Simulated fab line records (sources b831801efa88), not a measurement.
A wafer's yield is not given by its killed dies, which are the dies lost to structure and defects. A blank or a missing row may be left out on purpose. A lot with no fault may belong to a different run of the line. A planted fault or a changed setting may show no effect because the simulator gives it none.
A single fault, viewed from 2 desks | flow sky130 | numbers are kept per desk, each desk with only its own; the story behind them comes last

## AT THE METROLOGY DESK
Means of the sampled wafers that have a number, per lot and without regard to the tool the lot ran on: this is what the gauges read. If a lot's mean is further than 4 standard deviations from the usual mean, the lot is out of limits and carries the mark OUT (the distance appears in the brackets).
Columns: A = LOCAL_INTERCONNECT_OVL at SKY_LOCAL_INTERCONNECT_OVL_MEAS_12, usual 0 nm
lot  | first seen here | A
L192 | day 30 20:04    | -8
L193 | day 30 21:28    | -1
L196 | day 32 12:43    | -2
L198 | day 32 13:27    | -2
L200 | day 34 02:46    | -4
L202 | day 34 08:16    | 9
L203 | day 34 19:08    | -3
L204 | day 35 01:43    | 9
L205 | day 35 22:05    | 0
L209 | day 36 05:58    | -7
L211 | day 36 20:54    | -3
L213 | day 37 06:26    | 3
L215 | day 37 19:49    | -3
This desk's verdict: no lot among the 13 shows anything out of limits.

## FOR THE TOOL OWNER'S DESK: implanter-04
The tool's own readings at SKY_NWELL_IMPLANT_24, given as means over the sampled wafers that have a number, one for each lot that went through this tool. If a lot's mean is further than 4 standard deviations from the usual mean, the lot is out of limits and carries the mark OUT (the distance appears in the brackets).
Columns: A = dose_ions_cm2 at SKY_NWELL_IMPLANT_24, usual 9.2e+12
lot  | first seen here | A
L200 | day 7 08:22     | 9.2e+12
L202 | day 7 20:28     | 9.0e+12 (-19) OUT
L203 | day 8 03:04     | 9.0e+12 (-18) OUT
L205 | day 8 17:11     | 9.0e+12 (-19) OUT
L215 | day 11 08:46    | 9.2e+12
This desk finds L202, L203, L205 out of limits, L202 being first, at day 7 20:28 (dose_ions_cm2 at SKY_NWELL_IMPLANT_24). L200, L215: within limits.

## ALL TOGETHER
At day 7 20:28, on L202, L203, L205, the tool owner's desk was in a position to raise an alarm.
Nothing out of limits was seen by the metrology desk.
The metrology desk has L202, L203, L205 on record, within its limits.
Of the lots named, all ran SKY_NWELL_IMPLANT_24 on implanter-04.

## WHAT HAD BEEN PUT IN BY THE SIMULATOR
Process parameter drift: implanter-04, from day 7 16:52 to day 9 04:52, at SKY_NWELL_IMPLANT_24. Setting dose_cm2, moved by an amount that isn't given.
Shown lots that were struck: L202, L203, L205.
Time in hours from fault onset to the first out-of-limits reading at each desk: the tool owner's desk, 4.
